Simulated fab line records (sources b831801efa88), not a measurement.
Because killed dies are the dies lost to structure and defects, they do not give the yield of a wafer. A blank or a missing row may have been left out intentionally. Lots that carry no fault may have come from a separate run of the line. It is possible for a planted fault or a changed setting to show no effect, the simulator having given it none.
Which tool is to blame?    flow sky130    Sampling: 11 lots, 33 wafers, 5 of 708 route steps

## WHAT EACH GAUGE READ, for each wafer
SKY_LI_CONTACT_THK_MEAS_01. Usual: LI_CONTACT_HDPCVD_THK typically reads 935 nm, with standard deviation 9.7.
lot   measured      on            LI_CONTACT_HDPCVD_THK (nm)  flag
L866  day 27 22:42  filmMetro-02  938 937 945                 
L867  day 28 16:41  filmMetro-02  946 947 943                 
L875  day 31 03:23  filmMetro-04  988 975 986 989 975 986     OFF
L876  day 31 08:10  filmMetro-02  970 973 978 971 972 978     OFF
L882  day 33 14:20  filmMetro-04  951 947 951                 
L883  day 33 18:11  filmMetro-04  929 936 933                 
L884  day 34 01:19  filmMetro-01  924 919 927                 
L885  day 34 10:55  filmMetro-04  932 937 943                 
L886  day 34 17:35  filmMetro-01  932 919 916                 
L888  day 35 03:45  filmMetro-01  939 944 944                 
L889  day 35 09:55  filmMetro-02  921 921 934                 

SKY_LI_CONTACT_BOW_MEAS_03. Usual: LI_CONTACT_BOW typically reads 56 um, with standard deviation 6.6.
lot   measured      on            LI_CONTACT_BOW (um)  flag
L866  day 27 23:04  filmMetro-04  55 49 52             
L867  day 28 17:04  filmMetro-04  58 43 56             
L875  day 31 09:17  filmMetro-01  56 48 62             
L876  day 31 13:34  filmMetro-02  55 53 60             
L882  day 33 14:41  filmMetro-01  58 53 50             
L883  day 33 18:33  filmMetro-04  56 50 66             
L884  day 34 01:40  filmMetro-02  66 62 71             
L885  day 34 11:17  filmMetro-02  45 53 45             
L886  day 34 17:56  filmMetro-01  53 56 48             
L888  day 35 04:07  filmMetro-01  60 64 52             
L889  day 35 10:18  filmMetro-04  50 52 55             

## WHICH TOOL RAN EACH LOT (tool, then ch and the chambers of the sampled wafers, then the start)
lot   SKY_RES_XHIGH_STRIP_08               SKY_SD_N_STRIP_11                    SKY_LI_CONTACT_HDPCVD_00
L866  plasmaAsher-01 ch 0,1, day 26 17:01  plasmaAsher-04 ch 0,1, day 27 21:47  hdpcvd-02 ch 0,1, day 27 22:32
L867  plasmaAsher-03 ch 0,1, day 27 10:12  plasmaAsher-04 ch 0,1, day 28 15:50  hdpcvd-01 ch 0,1,2, day 28 16:34
L875  plasmaAsher-04 ch 0,1, day 29 21:56  plasmaAsher-04 ch 0,1, day 31 02:31  hdpcvd-01 ch 0,2, day 31 03:17
L876  plasmaAsher-01 ch 0,1, day 30 03:07  plasmaAsher-04 ch 0,1, day 31 07:14  hdpcvd-01 ch 0,1,2, day 31 08:05
L882  plasmaAsher-03 ch 0,1, day 32 10:37  plasmaAsher-02 ch 0,1, day 33 13:28  hdpcvd-01 ch 1,2, day 33 14:13
L883  plasmaAsher-03 ch 0,1, day 32 14:22  plasmaAsher-02 ch 0,1, day 33 17:19  hdpcvd-02 ch 1,2, day 33 18:04
L884  plasmaAsher-01 ch 0,1, day 32 21:05  plasmaAsher-02 ch 0,1, day 34 00:26  hdpcvd-02 ch 0,1, day 34 01:12
L885  plasmaAsher-03 ch 0,1, day 33 06:41  plasmaAsher-01 ch 0,1, day 34 10:04  hdpcvd-02 ch 0,2, day 34 10:47
L886  plasmaAsher-03 ch 0,1, day 33 13:38  plasmaAsher-04 ch 0,1, day 34 16:43  hdpcvd-02 ch 1,2, day 34 17:29
L888  plasmaAsher-01 ch 0,1, day 33 23:21  plasmaAsher-04 ch 0,1, day 35 02:53  hdpcvd-01 ch 0,2, day 35 03:38
L889  plasmaAsher-03 ch 0,1, day 34 06:11  plasmaAsher-02 ch 0,1, day 35 09:02  hdpcvd-02 ch 0,1,2, day 35 09:46
- SKY_RES_XHIGH_STRIP_08: strips in O2/N2.
- SKY_SD_N_STRIP_11: strips in O2/N2.
- SKY_LI_CONTACT_HDPCVD_00: deposits PSG, target thk 930 nm, time 155 s.

## WHAT THE TOOLS THEMSELVES READ (means of the sampled wafers that have a number; where no wafer has one, the mark that the record gives instead)
SKY_RES_XHIGH_STRIP_08. Usual: drypumpMotorCurrentA 6.12 A, standard deviation 0.26; o2FlowSccm 3001 sccm, standard deviation 8.7; oesProductAu 0.711 a.u., standard deviation 0.0044; stripTimeToEndpointS 14.26 s, standard deviation 0.045.
lot   tool            drypumpMotorCurrentA (A)  o2FlowSccm (sccm)  oesProductAu (a.u.)  stripTimeToEndpointS (s)  flag
L866  plasmaAsher-01  5.82                      2999               0.709                14.27                     
L867  plasmaAsher-03  6.14                      2999               0.714                14.27                     
L875  plasmaAsher-04  6.44                      3003               0.712                14.23                     
L876  plasmaAsher-01  5.81                      2998               0.710                14.28                     
L882  plasmaAsher-03  6.24                      2997               0.709                14.30                     
L883  plasmaAsher-03  6.23                      2998               0.716                14.29                     
L884  plasmaAsher-01  5.76                      3002               0.709                14.30                     
L885  plasmaAsher-03  6.23                      3006               0.716                14.25                     
L886  plasmaAsher-03  6.24                      3003               0.712                14.32                     
L888  plasmaAsher-01  5.81                      3008               0.710                14.26                     
L889  plasmaAsher-03  6.15                      2991               0.712                14.23                     

SKY_SD_N_STRIP_11. Usual: drypumpMotorCurrentA 6.0 A, standard deviation 0.65; o2FlowSccm 3001 sccm, standard deviation 8.1; oesProductAu 0.528 a.u., standard deviation 0.005; stripTimeToEndpointS 22.55 s, standard deviation 0.043.
lot   tool            drypumpMotorCurrentA (A)  o2FlowSccm (sccm)  oesProductAu (a.u.)  stripTimeToEndpointS (s)  flag
L866  plasmaAsher-04  6.5                       2995               0.531                22.65                     
L867  plasmaAsher-04  6.5                       2997               0.529                22.54                     
L875  plasmaAsher-04  6.4                       2998               0.530                22.51                     
L876  plasmaAsher-04  6.4                       2998               0.528                22.50                     
L882  plasmaAsher-02  6.0                       2998               0.531                22.56                     
L883  plasmaAsher-02  5.5                       3001               0.524                22.53                     
L884  plasmaAsher-02  5.5                       2995               0.529                22.59                     
L885  plasmaAsher-01  5.8                       3002               0.523                22.58                     
L886  plasmaAsher-04  6.4                       3010               0.525                22.53                     
L888  plasmaAsher-04  6.4                       3009               0.529                22.56                     
L889  plasmaAsher-02  6.0                       3005               0.528                22.55                     

SKY_LI_CONTACT_HDPCVD_00. Usual: runLengthS at 183.2 s, with a standard deviation of 0.56.
lot   tool       runLengthS (s)  flag
L866  hdpcvd-02  183.4           
L867  hdpcvd-01  182.8           
L875  hdpcvd-01  188.0           OFF
L876  hdpcvd-01  188.4           OFF
L882  hdpcvd-01  183.1           
L883  hdpcvd-02  183.2           
L884  hdpcvd-02  183.7           
L885  hdpcvd-02  183.2           
L886  hdpcvd-02  183.8           
L888  hdpcvd-01  182.6           
L889  hdpcvd-02  183.6           

## THE ANSWER, worked out from the rows above alone
Rule: lot off if the mean of its wafers having a number is beyond 3 standard deviations from the usual mean. Also off: a lot with no number at a reading for which 4 or more lots have one. Any other lot the step has rows for is counted as sound. After the gauges, taken in route order, come the tools' own readings; for these a lot's mean is taken, as printed above. The first step at which some lot is off is used, and at that step the reading that is off furthest; a lot without a number counts as furthest.
Off: at SKY_LI_CONTACT_THK_MEAS_01 (LI_CONTACT_HDPCVD_THK), L875, L876.
If a tool, at a process step before that reading, ran all the lots that are off and no sound lot after the first of them, it fits. The gauges at SKY_LI_CONTACT_THK_MEAS_01 aren't tried: what is off there is off at SKY_LI_CONTACT_HDPCVD_00 too, on other tools, and a gauge's error can't cause that. None of those tried fits.

## WHAT HAD BEEN PUT IN BY THE SIMULATOR
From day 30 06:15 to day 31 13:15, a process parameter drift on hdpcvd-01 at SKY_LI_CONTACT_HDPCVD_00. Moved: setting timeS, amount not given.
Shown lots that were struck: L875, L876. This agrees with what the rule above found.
